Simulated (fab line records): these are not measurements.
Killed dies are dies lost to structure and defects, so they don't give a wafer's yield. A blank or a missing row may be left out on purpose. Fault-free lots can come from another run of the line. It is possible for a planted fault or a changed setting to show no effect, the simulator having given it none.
One fault through the eyes of 2 desks :: flow sky130 :: each desk holds nothing but its own numbers, with what lay behind them at the end

## AT THE METROLOGY DESK
What the gauges read, lot by lot, whatever tool the lot ran on: means of the sampled wafers that have a number. If a lot's mean is further than 4 standard deviations from the usual mean, the lot is out of limits and carries the mark OUT (the distance appears in the brackets).
Columns: A = cd_nm at SKY_FIELD_ISO_CD_MEAS_13, usual 149.6 nm; B = VT_ADJUST_PCH_TW at SKY_VT_ADJUST_PCH_TW_MEAS_10, usual 142.4; C = POLY_GATE_OVL at SKY_POLY_GATE_OVL_MEAS_14, usual -1 nm
lot: L668
first seen here: day 2 05:52
A: 149.4
B: 143.7
C: -3

lot: L669
first seen here: day 2 11:54
A: 150.6
B: 139.5
C: -0

lot: L670
first seen here: day 2 15:07
A: 151.6
B: 139.8
C: 0

lot: L671
first seen here: day 2 20:47
A: 149.0
B: 140.3
C: -4

lot: L673
first seen here: day 3 07:17
A: 151.2
B: 143.6
C: -0

lot: L679
first seen here: day 4 12:23
A: 148.8
B: 143.7
C: 0

lot: L680
first seen here: day 4 20:14
A: 148.5
B: 142.7
C: 7

lot: L687
first seen here: day 6 06:46
A: 147.9
B: 139.6
C: -0

lot: L688
first seen here: day 6 12:06
A: 148.9
B: 139.9
C: -1

lot: L689
first seen here: day 6 18:26
A: 148.5
B: 140.0
C: -3

lot: L690
first seen here: day 6 23:51
A: 151.0
B: 144.1
C: 6

lot: L691
first seen here: day 7 06:39
A: 150.2
B: 143.7
C: 5
This desk's finding: nothing out of limits on any of the 12 lots.

## DESK OF THE TOOL OWNER: implanter-03
For each lot that ran on this tool, the mean over its sampled wafers that have a number, from the tool's own readings at SKY_POLY_GATE_IMPLANT_02. If a lot's mean is further than 4 standard deviations from the usual mean, the lot is out of limits and carries the mark OUT (the distance appears in the brackets).
Columns: A = dose_ions_cm2 at SKY_POLY_GATE_IMPLANT_02, usual 7.699e+15
lot: L669
first seen here: day 15 09:38
A: 7.701e+15

lot: L670
first seen here: day 15 13:20
A: 7.693e+15

lot: L679
first seen here: day 18 23:13
A: 8.561e+15 (+99 or more) OUT

lot: L680
first seen here: day 19 13:05
A: 8.579e+15 (+99 or more) OUT

lot: L689
first seen here: day 22 17:22
A: 7.693e+15

lot: L690
first seen here: day 23 01:47
A: 7.703e+15

lot: L691
first seen here: day 23 05:31
A: 7.701e+15
Finding of this desk: L679, L680 out of limits; the first was L679 at day 18 23:13, on dose_ions_cm2 at SKY_POLY_GATE_IMPLANT_02. In limits: L669, L670, L689, L690, L691.

## ALL TOGETHER
On L679, L680, at day 18 23:13, an alarm was possible from the tool owner's desk.
Metrology desk: nothing out of limits seen.
The metrology desk has L679, L680 on record, within its limits.
The lots listed all ran SKY_POLY_GATE_IMPLANT_02 on implanter-03.

## WHAT THE SIMULATOR HAD PUT IN
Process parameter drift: implanter-03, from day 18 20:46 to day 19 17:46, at SKY_POLY_GATE_IMPLANT_02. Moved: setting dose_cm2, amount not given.
Struck lots among those shown: L679, L680.
Each desk's first reading out of limits, in hours after the fault started: the tool owner's desk, 2.
